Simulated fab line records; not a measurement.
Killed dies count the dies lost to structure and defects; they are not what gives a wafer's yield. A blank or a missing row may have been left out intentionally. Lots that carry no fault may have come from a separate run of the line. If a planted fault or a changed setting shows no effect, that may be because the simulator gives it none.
A struck lot beside a sound one / flow gf180mcu / 16 out of 602 route steps
Sound: the wafers L151.1, L151.4, L151.6. Wafers L166.1, L166.2, L166.5 were the ones struck. The cause is given at the end.
For every step that has rows: the tool of each side, followed by ch and its chambers, followed by its first start. Under that, the readings that differ: sound wafers / struck wafers / difference of the means / sigmas: that difference in standard deviations of wafers without a fault.
alike: a reading whose means differ by less than 2 such deviations, as well as words and numbers matching on both sides. not compared: withheld readings; readings where some wafer has no value; bounds like >300 that might hide an equal value; numbers whose values overlap and for which the record gives no deviation.
A row with sigmas, a row that says differs or no value, or rows on one side alone: a step with any of these is where the two part. When numbers do not overlap yet have no deviation, they are printed without sigmas and do not part them. Lack of a reading on every wafer of one side parts them only where that side has two or more wafers.

first, 3 steps without rows for these wafers: GF_V1_EXPOSE_11 (exposes mask Via1, target cd 260 nm); GF_V1_PEB_12 (peb time 90 s); GF_V1_DEVELOP_13 (develop time 58.04 s).
GF_V1_CD_MEAS_14: the cd target is 260 nm.
  sound: cd sem-02 at day 17 17:56; struck: cd sem-01 at day 23 20:44
  alike: cd nm
GF_V1_OVL_MEAS_15:
  sound: overlay-01 at day 17 18:04; struck: overlay-02 at day 23 20:52
  alike: V1_OVL
then, 1 step without rows for these wafers: GF_V1_ETCH_16 (etches BARC in N2/H2).
GF_V1_ETCH_17: etches SiO2 in C4F8/O2/Ar, stops on TiN, target depth 630 nm.
  sound: rie diel-01 ch 0,1,2; struck: rie diel-04 ch 1,3
  alike: oes product au
GF_V1_STRIP_18: strips in O2/N2.
  sound on plasma asher-02 ch 0,1, day 17 18:14; struck on plasma asher-02 ch 0,1, day 23 21:02
  alike: drypump motor current A, heater power w, oes product au
  not compared: rf hours counter h
then, 2 steps without rows for these wafers: GF_V1_STRIP_19 (strips in post etch residue remover, time 1200 s); GF_V1_CLEAN_20 (cleans in DIW).
GF_V1_SPUTTER_21: material Ti, target thk 15 nm, time 80.02 s.
  sound: pvd sputter-01 at day 17 18:46; struck: pvd sputter-02 at day 23 21:34
  alike: throttle valve pct
GF_V1_SPUTTER_22: material TiN, target thk 10 nm, time 40 s.
  sound: pvd sputter-01 at day 17 18:50; struck: pvd sputter-02 at day 23 21:38
  alike: throttle valve pct
GF_V1_CVD_23: deposits W, target thk 350 nm, time 105.05 s.
  sound on cvd w-02 ch 0,1, day 17 18:52; struck on cvd w-02 ch 0,1, day 23 21:41
reading=chamber pressure Torr (Torr); sound=40.01 40.08 39.98; struck=43.14 43.34 43.22; difference=+3.21; sigmas=+36
reading=model.W_of_V1_CVD_23.thk nm (nm); sound=349.2 348.1 347.6; struck=364.6 359 365.1; difference=+14.6; sigmas=
  alike: heater power w
GF_V1_RS_MEAS_24: the measuring method here is four-point-probe.
  sound: film metro-02 at day 17 19:01; struck: film metro-02 at day 23 22:05
reading=V1_W_RS (ohm/sq); sound=0.3288 0.3297 0.3291; struck=0.3140 0.3192 0.3137; difference=-0.0136; sigmas=-5
  not compared: hold
GF_V1_THK_MEAS_25: measures by xrf.
  sound: film metro-02 at day 17 19:08; struck: film metro-02 at day 24 00:40
reading=V1_W_THK (nm); sound=342 340 343; struck=364 359 367; difference=+22; sigmas=+6
  not compared: hold
GF_V1_CMP_26: polishes, stops on SiO2, t overpolish 15 s, target thk 0 nm.
  sound on cmp-02 ch 1,2,3, day 17 19:14; struck on cmp-01 ch 0,2,3, day 24 02:30
reading=hold; sound=- - -; struck=await dispo/1.4h/release await dispo/1.4h/release await dispo/1.4h/release; difference=no value on the sound wafers; sigmas=
  alike: head pressure psi, motor current A, overpolish run s, platen rpm, time to endpoint s

== WHERE THEY PART ==
First at GF_V1_CVD_23; last, within this record, at GF_V1_CMP_26.

WHY: whatever the simulator had introduced
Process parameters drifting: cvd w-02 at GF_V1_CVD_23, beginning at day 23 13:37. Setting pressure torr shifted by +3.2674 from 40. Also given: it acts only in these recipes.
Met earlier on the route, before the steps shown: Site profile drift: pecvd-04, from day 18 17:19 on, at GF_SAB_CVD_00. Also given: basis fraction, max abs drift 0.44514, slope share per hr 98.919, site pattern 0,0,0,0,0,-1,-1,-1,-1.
